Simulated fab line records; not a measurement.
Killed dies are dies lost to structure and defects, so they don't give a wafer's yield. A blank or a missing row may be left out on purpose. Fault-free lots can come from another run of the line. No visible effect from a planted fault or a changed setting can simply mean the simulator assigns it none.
Struck lot and sound lot, side by side ; flow sky130 ; 15 out of 708 route steps
Sound: these wafers, L534.1, L534.4, L534.6. Wafers struck: L543.1, L543.2, L543.4. Last of all comes the cause.
At each step with rows: each side's tool, then ch and its chambers, then its first start. Under that, the readings that differ: sound wafers ; struck wafers ; difference of the means ; sigmas: that difference in standard deviations of wafers without a fault.
alike: a reading whose means differ by less than 2 such deviations, as well as words and numbers matching on both sides. not compared: withheld readings; readings where some wafer has no value; bounds like >300 that might hide an equal value; numbers whose values overlap and for which the record gives no deviation.
A row with sigmas, a row that says differs or no value, or rows on one side alone: a step with any of these is where the two part. When numbers do not overlap yet have no deviation, they are printed without sigmas and do not part them. Lack of a reading on every wafer of one side parts them only where that side has two or more wafers.

first, 8 steps without rows for these wafers: SKY_FIELD_ISO_DEHYDRATE_05 (time 60 s); SKY_FIELD_ISO_HMDS_06 (prime time 60 s); SKY_FIELD_ISO_COAT_07 (resist thk 60 nm); SKY_FIELD_ISO_COAT_08 (resist thk 450 nm); SKY_FIELD_ISO_SOFTBAKE_09 (time 90 s); SKY_FIELD_ISO_EXPOSE_10 (exposes mask FOM, target cd 150 nm); SKY_FIELD_ISO_PEB_11; SKY_FIELD_ISO_DEVELOP_12 (develop time 60 s).
SKY_FIELD_ISO_CD_MEAS_13: target cd 150 nm.
  sound: cd_sem-01 at day 2 16:59; struck: cd_sem-01 at day 4 14:40
  alike: cd_nm
SKY_FIELD_ISO_ETCH_14: etches BARC in N2/H2, stops on SiO2, time 45.9 s, target depth 60 nm.
  sound on rie_diel-02 ch 1,3, day 2 17:06; struck on rie_diel-02 ch 0,2,3, day 4 14:47
  alike: drypump_motor_current_A, h2_flow_sccm, oes_product_au, run_length_s, throttle_valve_pct
  not compared: rf_hours_counter_h
SKY_FIELD_ISO_ETCH_15: etches the open film in CHF3/O2, stops on Si, target depth 180 nm, time 72 s.
  sound on rie_diel-02 ch 1,3, day 2 17:08; struck on rie_diel-02 ch 0,2,3, day 4 14:49
  alike: drypump_motor_current_A, oes_product_au, run_length_s, throttle_valve_pct
  not compared: rf_hours_counter_h
SKY_FIELD_ISO_STRIP_16: strips in O2/N2.
  sound on plasma_asher-04 ch 0,1, day 2 17:12; struck on plasma_asher-03 ch 0,1, day 4 14:53
  alike: drypump_motor_current_A, oes_product_au, strip_time_to_endpoint_s
  not compared: rf_hours_counter_h
SKY_FIELD_ISO_ETCH_17: etches Si in HBr/Cl2/O2, target depth 342 nm, time 97.7 s.
  sound on rie_si-01 ch 2,3, day 2 17:18; struck on rie_si-02 ch 0,2,3, day 4 14:59
reading;sound;struck;difference;sigmas
run_length_s (s);125.6 126.3 125.8;118.7 118.5 118.6;-7.3;-17
model.FIELD_ISO.feature_depth_nm (nm);350.9 335.5 352.6;320.8 321.6 312.1;-28.2;
model.etch.depth_nm (nm);350.9 335.5 352.6;320.8 321.6 312.1;-28.2;
  alike: drypump_motor_current_A, oes_product_au, throttle_valve_pct
  not compared: rf_hours_counter_h
then, 1 step without rows for these wafers: SKY_FIELD_ISO_WET_ETCH_18 (etches Si3N4 in H3PO4, target depth 25 nm, time 286 s).
-- a jump in the record: the struck wafers' starts before and after are 44 days apart (it breaks off in module FIELD_ISO and resumes in module PAD_OPEN, where the first step shown is number 708 of the route) --
SKY_PAD_OPEN_PROBE_99:
  sound: prober-01 at day 46 14:21; struck: prober-01 at day 48 12:38
reading;sound;struck;difference;sigmas
model.etest.res_p_drift_20v.line_ohm_um;1.319e+04 1.152e+04 1.338e+04;9659 9874 9428;-3043;
model.etest.res_p_drift_20v.rs_ohm_sq;1.074e+04 9583 1.101e+04;7992 8080 7836;-2475;
model.etest.pfet_16v.r_on_ohm_um;1.59e+04 1.485e+04 1.601e+04;1.424e+04 1.439e+04 1.39e+04;-1.410e+03;
model.etest.res_iso_pwell.rs_ohm_sq;3643 3108 3770;2700 2726 2584;-837;
model.etest.res_iso_pwell.line_ohm_um;1394 1176 1426;1030 1027 982.6;-319;
model.etest.res_nwell.rs_ohm_sq;997.5 937 1016;864.3 865.9 844;-125.4;
model.etest.res_nwell.line_ohm_um;1179 1114 1205;1037 1045 1024;-131;
model.etest.pfet_16v.drive_ua_um;238.6 253.8 238.1;257 256.8 260.2;+14;
  alike: killed_at_M0_to_M3, killed_at_M4_up, killed_at_contacts, killed_at_front_end, killed_at_other, killed_dies, killed_open, killed_short

## WHERE THEY PART
Within this record, at SKY_FIELD_ISO_ETCH_17 only. Later steps at which nothing parts them and some readings are alike: SKY_PAD_OPEN_PROBE_99.

WHY: what had been put in by the simulator
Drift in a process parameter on rie_si-02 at SKY_FIELD_ISO_ETCH_17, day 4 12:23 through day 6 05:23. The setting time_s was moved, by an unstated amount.
